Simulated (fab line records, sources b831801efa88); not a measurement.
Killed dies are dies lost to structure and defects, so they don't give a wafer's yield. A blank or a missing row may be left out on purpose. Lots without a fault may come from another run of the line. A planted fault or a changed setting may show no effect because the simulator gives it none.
Which tool did it? | flow gf180mcu | 13 lots, 39 wafers sampled, at 4 steps of a route of 602

WHAT THE GAUGES READ, wafer by wafer
GF_POLY_GATE_CD_MEAS_18.
lot  | measured     | on        | cd_nm (nm)
L313 | day 9 03:45  | cd_sem-02 | 277.9 278.6 277.4
L314 | day 9 09:30  | cd_sem-02 | 280.1 280.2 281.5
L315 | day 9 17:31  | cd_sem-02 | 281.0 279.4 281.6
L316 | day 10 04:41 | cd_sem-02 | 280.5 281.6 279.9
L317 | day 10 13:55 | cd_sem-02 | 279.2 279.7 281.6
L318 | day 11 00:16 | cd_sem-02 | 280.3 279.5 280.2
L319 | day 11 05:50 | cd_sem-02 | 281.2 283.8 280.8
L320 | day 11 12:03 | cd_sem-02 | 280.6 283.3 280.3
L330 | day 14 06:40 | cd_sem-01 | 279.4 278.8 279.6
L332 | day 14 22:21 | cd_sem-01 | 275.0 275.6 275.7
L333 | day 15 04:48 | cd_sem-01 | 278.9 278.4 278.5
L334 | day 15 18:52 | cd_sem-01 | 282.5 282.6 282.3
L335 | day 15 21:44 | cd_sem-01 | 281.0 281.1 279.7

WHICH TOOL RAN EACH LOT (tool, then ch and the chambers of the sampled wafers, then the start)
lot  | GF_VT_IMPLANT_RTA_45             | GF_POLY_GATE_ETCH_13             | GF_POLY_GATE_STRIP_14
L313 | rtp_anneal-01 ch 0, day 7 11:46  | rie_si-02 ch 0,2,3, day 9 02:14  | plasma_asher-01 ch 0,1, day 9 02:17
L314 | rtp_anneal-02 ch 0, day 7 15:59  | rie_si-02 ch 0,2,3, day 9 07:56  | plasma_asher-01 ch 0,1, day 9 08:01
L315 | rtp_anneal-01 ch 0, day 7 23:33  | rie_si-01 ch 0,2, day 9 15:56    | plasma_asher-03 ch 0,1, day 9 16:01
L316 | rtp_anneal-01 ch 0, day 8 09:12  | rie_si-02 ch 0,1, day 10 01:47   | plasma_asher-02 ch 0,1, day 10 01:50
L317 | rtp_anneal-02 ch 0, day 8 16:59  | rie_si-02 ch 0,1,3, day 10 09:10 | plasma_asher-03 ch 0,1, day 10 09:13
L318 | rtp_anneal-02 ch 0, day 9 03:55  | rie_si-02 ch 0,2,3, day 10 21:38 | plasma_asher-02 ch 0,1, day 10 21:41
L319 | rtp_anneal-01 ch 0, day 9 09:40  | rie_si-02 ch 0,2, day 11 04:20   | plasma_asher-02 ch 0,1, day 11 04:23
L320 | rtp_anneal-02 ch 0, day 9 13:33  | rie_si-02 ch 0,3, day 11 09:41   | plasma_asher-03 ch 0,1, day 11 09:46
L330 | rtp_anneal-01 ch 0, day 12 06:01 | rie_si-01 ch 1,2, day 14 04:08   | plasma_asher-01 ch 0, day 14 04:11
L332 | rtp_anneal-01 ch 0, day 12 21:55 | rie_si-02 ch 1,2, day 14 20:50   | plasma_asher-02 ch 0,1, day 14 20:53
L333 | rtp_anneal-01 ch 0, day 13 04:17 | rie_si-02 ch 0,1,2, day 15 02:31 | plasma_asher-03 ch 0,1, day 15 02:35
L334 | rtp_anneal-02 ch 0, day 13 12:40 | rie_si-02 ch 2,3, day 15 16:01   | plasma_asher-02 ch 0,1, day 15 16:04
L335 | rtp_anneal-02 ch 0, day 13 18:16 | rie_si-02 ch 0,3, day 15 18:31   | plasma_asher-03 ch 0,1, day 15 18:35
- GF_VT_IMPLANT_RTA_45: time 30 s.
- GF_POLY_GATE_ETCH_13: etches poly-Si in HBr/Cl2, stops on SiO2, target depth 198.5 nm, time 69.6 s.
- GF_POLY_GATE_STRIP_14: strips in O2/N2.

WHAT THE TOOLS THEMSELVES READ (means of the sampled wafers that have a number; where no wafer has one, the mark that the record gives instead)
GF_VT_IMPLANT_RTA_45.
lot  | tool          | lamp_power_pct (%) | wafer_temp_C_max
L313 | rtp_anneal-01 | 34                 | 1056.1
L314 | rtp_anneal-02 | 40                 | 1056.2
L315 | rtp_anneal-01 | 34                 | 1055.8
L316 | rtp_anneal-01 | 34                 | 1055.5
L317 | rtp_anneal-02 | 40                 | 1055.1
L318 | rtp_anneal-02 | 40                 | 1055.4
L319 | rtp_anneal-01 | 34                 | 1057.1
L320 | rtp_anneal-02 | 40                 | 1055.8
L330 | rtp_anneal-01 | 34                 | 1055.9
L332 | rtp_anneal-01 | 34                 | 1055.7
L333 | rtp_anneal-01 | 34                 | 1056.4
L334 | rtp_anneal-02 | 40                 | 1055.6
L335 | rtp_anneal-02 | 40                 | 1055.2

GF_POLY_GATE_ETCH_13.
lot  | tool      | drypump_motor_current_A (A) | he_backside_leak_sccm (sccm) | mfc_cl2_sccm (sccm) | oes_product_au (a.u.) | throttle_valve_pct (%)
L313 | rie_si-02 | 5.32                        | 2.76                         | 50.03               | 0.993                 | 33.686
L314 | rie_si-02 | 5.34                        | 2.90                         | 50.23               | 0.991                 | 33.679
L315 | rie_si-01 | 5.54                        | 2.48                         | 50.08               | 0.996                 | 33.682
L316 | rie_si-02 | 5.56                        | 2.80                         | 50.00               | 0.990                 | 33.681
L317 | rie_si-02 | 5.43                        | 2.70                         | 49.76               | 0.999                 | 33.682
L318 | rie_si-02 | 5.32                        | 2.68                         | 49.86               | 0.921                 | 33.694
L319 | rie_si-02 | 5.47                        | 2.93                         | 49.84               | 0.852                 | 33.685
L320 | rie_si-02 | 5.43                        | 2.73                         | 49.67               | 0.853                 | 33.691
L330 | rie_si-01 | 5.80                        | 2.39                         | 50.09               | 0.982                 | 33.690
L332 | rie_si-02 | 5.44                        | 2.58                         | 50.03               | 0.994                 | 33.678
L333 | rie_si-02 | 5.45                        | 2.66                         | 49.99               | 0.988                 | 33.681
L334 | rie_si-02 | 5.22                        | 2.73                         | 50.07               | 0.983                 | 33.687
L335 | rie_si-02 | 5.42                        | 2.83                         | 49.86               | 0.989                 | 33.696

GF_POLY_GATE_STRIP_14.
lot  | tool            | drypump_motor_current_A (A) | heater_power_w (W) | oes_product_au (a.u.)
L313 | plasma_asher-01 | 5.4                         | 336                | 0.501
L314 | plasma_asher-01 | 5.3                         | 361                | 0.501
L315 | plasma_asher-03 | 6.0                         | 335                | 0.506
L316 | plasma_asher-02 | 6.0                         | 377                | 0.504
L317 | plasma_asher-03 | 6.0                         | 329                | 0.499
L318 | plasma_asher-02 | 6.1                         | 397                | 0.510
L319 | plasma_asher-02 | 6.0                         | 383                | 0.515
L320 | plasma_asher-03 | 6.1                         | 345                | 0.514
L330 | plasma_asher-01 | 5.6                         | 302                | 0.500
L332 | plasma_asher-02 | 6.0                         | 383                | 0.506
L333 | plasma_asher-03 | 6.0                         | 349                | 0.505
L334 | plasma_asher-02 | 6.2                         | 392                | 0.505
L335 | plasma_asher-03 | 6.0                         | 332                | 0.508

THE ANSWER, worked out from the rows above alone
Rule: what is usual is taken from the lots themselves. Put in order of their means at a reading, lots are off if they are a third of the lots or fewer, leave a main group of 4 or more, and stand apart from it by a gap of 3 or more times the standard deviation of the main group's means; of several such gaps the widest counts. A main group whose means are all the same, to the digits that the tables above print for the reading, isn't used. A lot without any number at a reading at which 4 lots or more have one is off too. The other lots that the step has rows for count as sound. The gauges are gone through in route order, then the tools' own readings, and for those a lot's mean is taken as printed above. The first step at which some lot is off is used, and at that step the reading that is off furthest; a lot without a number counts as furthest.
Off: L318, L319, L320, at GF_POLY_GATE_ETCH_13 (oes_product_au). The main group: mean 0.990 a.u., standard deviation 0.0051.
A tool fits if, at that step or a process step before it, it ran every lot that is off, and no sound lot after the first of them. None of those tried fits.

WHAT THE SIMULATOR HAD PUT IN
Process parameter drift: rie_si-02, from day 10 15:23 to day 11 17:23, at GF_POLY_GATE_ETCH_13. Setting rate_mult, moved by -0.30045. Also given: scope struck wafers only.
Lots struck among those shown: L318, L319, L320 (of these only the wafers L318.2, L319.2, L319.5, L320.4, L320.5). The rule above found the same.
